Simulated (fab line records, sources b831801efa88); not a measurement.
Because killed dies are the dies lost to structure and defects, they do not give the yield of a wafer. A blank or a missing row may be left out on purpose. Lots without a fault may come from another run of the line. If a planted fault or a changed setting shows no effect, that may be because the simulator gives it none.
Matching of chambers :: flow sky130 :: 4 sister chambers for SKY_LI_CONTACT_CMP_02 on cmp-01
The step polishes PSG. 8 wafers are shown with their chamber, then 8 later ones without.

WAFERS WITH THEIR CHAMBER
wafer: L611.4
chamber: 1
motorCurrentA (A): 10.2
timeToEndpointS (s): 35.3

wafer: L613.5
chamber: 2
motorCurrentA (A): 13.1
timeToEndpointS (s): 32.5

wafer: L616.5
chamber: 1
motorCurrentA (A): 9.4
timeToEndpointS (s): 36.2

wafer: L622.5
chamber: 3
motorCurrentA (A): 12.8
timeToEndpointS (s): 31.7

wafer: L629.2
chamber: 3
motorCurrentA (A): 12.4
timeToEndpointS (s): 33.9

wafer: L629.4
chamber: 0
motorCurrentA (A): 9.9
timeToEndpointS (s): 32.2

wafer: L629.6
chamber: 0
motorCurrentA (A): 9.9
timeToEndpointS (s): 32.6

wafer: L630.2
chamber: 2
motorCurrentA (A): 12.5
timeToEndpointS (s): 32.0

WAFERS WHOSE CHAMBER IS MISSING
wafer: L630.5
motorCurrentA (A): 12.0
timeToEndpointS (s): 32.4

wafer: L630.6
motorCurrentA (A): 9.7
timeToEndpointS (s): 33.2

wafer: L631.2
motorCurrentA (A): 9.6
timeToEndpointS (s): 28.8

wafer: L631.5
motorCurrentA (A): 10.0
timeToEndpointS (s): 31.4

wafer: L631.6
motorCurrentA (A): 12.9
timeToEndpointS (s): 34.9

wafer: L633.1
motorCurrentA (A): 9.8
timeToEndpointS (s): 31.3

wafer: L633.5
motorCurrentA (A): 12.9
timeToEndpointS (s): 35.8

wafer: L633.6
motorCurrentA (A): 12.7
timeToEndpointS (s): 33.7

WHICH CHAMBER EACH ONE RAN IN
wafer: L630.5
from the rows above: can't be placed: 3 or 2
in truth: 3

wafer: L630.6
from the rows above: can't be placed: 0 or 1
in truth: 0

wafer: L631.2
from the rows above: 0
in truth: 0

wafer: L631.5
from the rows above: 0
in truth: 0

wafer: L631.6
from the rows above: can't be placed: 3 or 2
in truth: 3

wafer: L633.1
from the rows above: 0
in truth: 0

wafer: L633.5
from the rows above: can't be placed: 3 or 2
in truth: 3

wafer: L633.6
from the rows above: can't be placed: 3 or 2
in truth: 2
Correctly placed: 3 of 8. From these rows, 5 cannot be placed; in 5 the true chamber is one of the candidates. 0 placed wrongly.
How it was worked out, from the rows above alone: a wafer's distance from a chamber is the root of the sum, over the readings, of the square of ((its reading less the chamber's mean) divided by the reading's scatter). The wafer belongs to the nearest chamber; if the next one is less than 2 further off, it can't be placed. For every chamber, the mean is computed from those of its wafers that are shown. The scatter: the root of (the sum of the squares of (reading less its chamber's mean) over the shown wafers, divided by (wafers less chambers)).
